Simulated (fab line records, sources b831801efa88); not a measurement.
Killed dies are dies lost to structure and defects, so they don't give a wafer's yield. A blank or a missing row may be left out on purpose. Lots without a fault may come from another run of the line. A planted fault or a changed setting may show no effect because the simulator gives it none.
Which tool did it? | flow gf180mcu | 13 lots, 39 wafers sampled, at 5 steps of a route of 602

WHAT THE GAUGES READ, wafer by wafer
GF_V3_THK_MEAS_01.
lot  | measured     | on            | V3_CVD_00_THK (nm)
L173 | day 21 18:44 | film_metro-02 | 596 602 613
L174 | day 22 03:14 | film_metro-03 | 592 597 595
L175 | day 22 09:36 | film_metro-02 | 601 605 604
L176 | day 22 17:13 | film_metro-02 | 597 602 608
L177 | day 22 20:03 | film_metro-03 | 602 600 598
L179 | day 23 13:04 | film_metro-01 | 601 598 595
L178 | day 23 13:31 | film_metro-02 | 598 588 589
L187 | day 26 07:26 | film_metro-02 | 604 613 601
L188 | day 26 15:12 | film_metro-02 | 595 612 602
L189 | day 26 20:17 | film_metro-02 | 593 598 603
L190 | day 27 03:20 | film_metro-01 | 602 596 600
L194 | day 28 08:56 | film_metro-03 | 598 617 613
L196 | day 28 18:35 | film_metro-02 | 600 597 606

GF_V3_CD_MEAS_14: target cd 260 nm.
lot  | measured     | on        | cd_nm (nm)
L173 | day 22 18:52 | cd_sem-01 | 262.3 261.8 261.5
L174 | day 23 02:19 | cd_sem-01 | 262.8 262.0 262.6
L175 | day 23 08:32 | cd_sem-02 | 261.1 262.0 262.0
L176 | day 23 16:42 | cd_sem-01 | 261.1 260.8 258.9
L177 | day 23 19:05 | cd_sem-02 | 259.1 260.1 260.5
L179 | day 24 11:17 | cd_sem-01 | 260.6 262.3 260.9
L178 | day 24 11:58 | cd_sem-01 | 258.1 259.8 259.3
L187 | day 27 04:07 | cd_sem-02 | 259.2 260.6 259.1
L188 | day 27 11:37 | cd_sem-01 | 259.2 259.9 259.2
L189 | day 27 16:58 | cd_sem-01 | 261.1 260.1 259.7
L190 | day 27 23:27 | cd_sem-02 | 257.8 257.4 257.3
L194 | day 29 04:12 | cd_sem-01 | 259.7 260.4 259.1
L196 | day 29 14:16 | cd_sem-02 | 261.5 261.8 261.4

GF_V4_THK_MEAS_01.
lot  | measured     | on            | V4_CVD_00_THK (nm)
L173 | day 23 20:42 | film_metro-03 | 598 596 596
L174 | day 24 03:04 | film_metro-03 | 615 601 605
L175 | day 24 09:58 | film_metro-04 | 601 605 599
L176 | day 24 17:27 | film_metro-03 | 600 600 587
L177 | day 24 19:38 | film_metro-01 | 597 599 597
L179 | day 25 10:28 | film_metro-03 | 618 609 618
L178 | day 25 11:25 | film_metro-03 | 601 606 610
L187 | day 28 02:45 | film_metro-01 | 542 535 538
L188 | day 28 10:41 | film_metro-03 | 537 533 544
L189 | day 28 15:36 | film_metro-03 | 604 612 603
L190 | day 28 21:14 | film_metro-01 | 610 604 596
L194 | day 30 01:55 | film_metro-03 | 605 595 605
L196 | day 30 12:00 | film_metro-01 | 610 609 600

WHICH TOOL RAN EACH LOT (tool, then ch and the chambers of the sampled wafers, then the start)
lot  | GF_V3_CVD_02                    | GF_V4_CVD_00
L173 | pecvd-03 ch 0,1,2, day 21 18:48 | hdpcvd-01 ch 0,1,2, day 23 20:38
L174 | pecvd-02 ch 0,2, day 22 03:18   | hdpcvd-02 ch 0,1,2, day 24 03:00
L175 | pecvd-02 ch 0,1,2, day 22 09:38 | hdpcvd-01 ch 0,2, day 24 09:52
L176 | pecvd-03 ch 0,1,2, day 22 17:17 | hdpcvd-01 ch 1,2, day 24 17:23
L177 | pecvd-02 ch 1,2, day 22 20:06   | hdpcvd-01 ch 0,2, day 24 19:34
L179 | pecvd-02 ch 0,1,2, day 23 13:06 | hdpcvd-02 ch 0,2, day 25 10:18
L178 | pecvd-01 ch 0,1,2, day 23 13:35 | hdpcvd-02 ch 0,2, day 25 11:20
L187 | pecvd-03 ch 1,2, day 26 07:29   | hdpcvd-01 ch 0,2, day 28 02:40
L188 | pecvd-02 ch 0,1,2, day 26 15:16 | hdpcvd-01 ch 0,1,2, day 28 10:37
L189 | pecvd-03 ch 0,1,2, day 26 20:21 | hdpcvd-02 ch 0,1,2, day 28 15:32
L190 | pecvd-02 ch 0,2, day 27 03:23   | hdpcvd-02 ch 0,1,2, day 28 21:10
L194 | pecvd-02 ch 0,1,2, day 28 08:59 | hdpcvd-02 ch 1,2, day 30 01:50
L196 | pecvd-01 ch 0,2, day 28 18:38   | hdpcvd-02 ch 0,1,2, day 30 11:55
- GF_V3_CVD_02: deposits SiO2 from TEOS, target thk 850 nm, time 94.851 s.
- GF_V4_CVD_00: deposits SiO2, target thk 600 nm, time 100 s.

WHAT THE TOOLS THEMSELVES READ (means of the sampled wafers that have a number; where no wafer has one, the mark that the record gives instead)
GF_V3_CVD_02.
lot  | tool     | heater_power_w (W)
L173 | pecvd-03 | 606
L174 | pecvd-02 | 596
L175 | pecvd-02 | 702
L176 | pecvd-03 | 618
L177 | pecvd-02 | 676
L179 | pecvd-02 | 703
L178 | pecvd-01 | 724
L187 | pecvd-03 | 592
L188 | pecvd-02 | 614
L189 | pecvd-03 | 665
L190 | pecvd-02 | 613
L194 | pecvd-02 | 619
L196 | pecvd-01 | 722

THE ANSWER, worked out from the rows above alone
Rule: what is usual is taken from the lots themselves. Put in order of their means at a reading, lots are off if they are a third of the lots or fewer, leave a main group of 4 or more, and stand apart from it by a gap of 3 or more times the standard deviation of the main group's means; of several such gaps the widest counts. A main group whose means are all the same, to the digits that the tables above print for the reading, isn't used. A lot without any number at a reading at which 4 lots or more have one is off too. The other lots that the step has rows for count as sound. The gauges are gone through in route order, then the tools' own readings, and for those a lot's mean is taken as printed above. The first step at which some lot is off is used, and at that step the reading that is off furthest; a lot without a number counts as furthest.
Off: L187, L188, at GF_V4_THK_MEAS_01 (V4_CVD_00_THK). The main group: mean 603 nm, standard deviation 5.3.
A tool fits if, at a process step before that reading, it ran every lot that is off, and no sound lot after the first of them. The gauges at GF_V4_THK_MEAS_01 are tried like those tools. One fits: hdpcvd-01 at GF_V4_CVD_00. Its last sound lot is L177 (day 24 19:34), its first lot that is off L187 (day 28 02:40): a fault that began between those two fits.

WHAT THE SIMULATOR HAD PUT IN
Site profile drift: hdpcvd-01, from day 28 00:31 on, at GF_V4_CVD_00. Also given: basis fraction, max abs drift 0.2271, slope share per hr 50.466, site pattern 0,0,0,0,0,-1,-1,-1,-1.
Lots struck among those shown: L187, L188. The rule above found the same.
